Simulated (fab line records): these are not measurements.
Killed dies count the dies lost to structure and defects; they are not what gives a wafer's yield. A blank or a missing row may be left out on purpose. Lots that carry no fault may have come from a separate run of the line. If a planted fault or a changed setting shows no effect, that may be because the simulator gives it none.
Code-filled problem report in 8D (eight disciplines) form || flow sky130 || the parts of the form that need people (team, actions taken, sign-off) are left out

## 1. THE ISSUE
Mean of beamEnergyKeV at SKY_SD_P_IMPLANT_09: 19.799 across 9 wafers in 3 lots; on wafers with no fault it is 20.001 (standard deviation 0.0068). Measured from the usual mean, that is -30 standard deviations.
First seen on wafer L258.1, day 29 17:51, on implanter-04. Wafers with a number at this step in the record: 21, from 7 lots. The rule behind "out" and "out of limits": a value lying over 4 standard deviations away from the usual mean. Any other wafer with a number is counted as sound.

## 2. WHAT THIS IS AND IS NOT
{"question": "which readings at this step", "is": "beamEnergyKeV", "is not": "tiltDeg"}
{"question": "which lots", "is": "L258, L259, L260", "is not": "L253, L254, L264, L268"}
{"question": "which wafers of those lots", "is": "all that have a number", "is not": "-"}
{"question": "read on which tools", "is": "implanter-04", "is not": "implanter-02"}
{"question": "when", "is": "from day 29 17:51", "is not": "up to then (6 sound wafers); but 6 sound wafers of L264, L268 came after"}

## 3. THE SUSPECTS, EACH WITH WHAT RULES IT OUT
Counting: a tool at a process step up to the reading stays a suspect if it ran every lot that is out and no sound lot after the first of them.
- implanter-04 at SKY_SD_P_IMPLANT_09: ruled out as a lasting fault. Sound lots L268 ran on it after its first lot that is out, L258 (day 29 17:51).
Left after counting: nothing in the record.

## 4. THE CAUSE (what the simulator had put in)
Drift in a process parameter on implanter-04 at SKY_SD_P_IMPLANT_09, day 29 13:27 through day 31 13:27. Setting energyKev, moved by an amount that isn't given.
Counting ruled it out, wrongly.

## 5. THE CHAIN OF EFFECTS, in route order
Each row: a reading where the mean over the struck wafers with a number is more than 3 standard deviations away from the usual. Scope: only readings with a usual standard deviation given in the record; hours: median across lots of the time from each lot's start at the first step in this table that gives one to its start at this step; sigmas: change in usual standard deviations.
{"hours": 0, "step": "SKY_SD_P_IMPLANT_09", "reading": "beamEnergyKeV", "usual": 20.001, "on struck wafers": 19.799, "change": -0.202, "sigmas": -30}
Its process steps:
- SKY_SD_P_IMPLANT_09

## 6. WHAT WOULD HAVE CAUGHT IT SOONER
4 hours passed between the start of the fault at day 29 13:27 and the first reading out of limits in this record, taken at day 29 17:51.
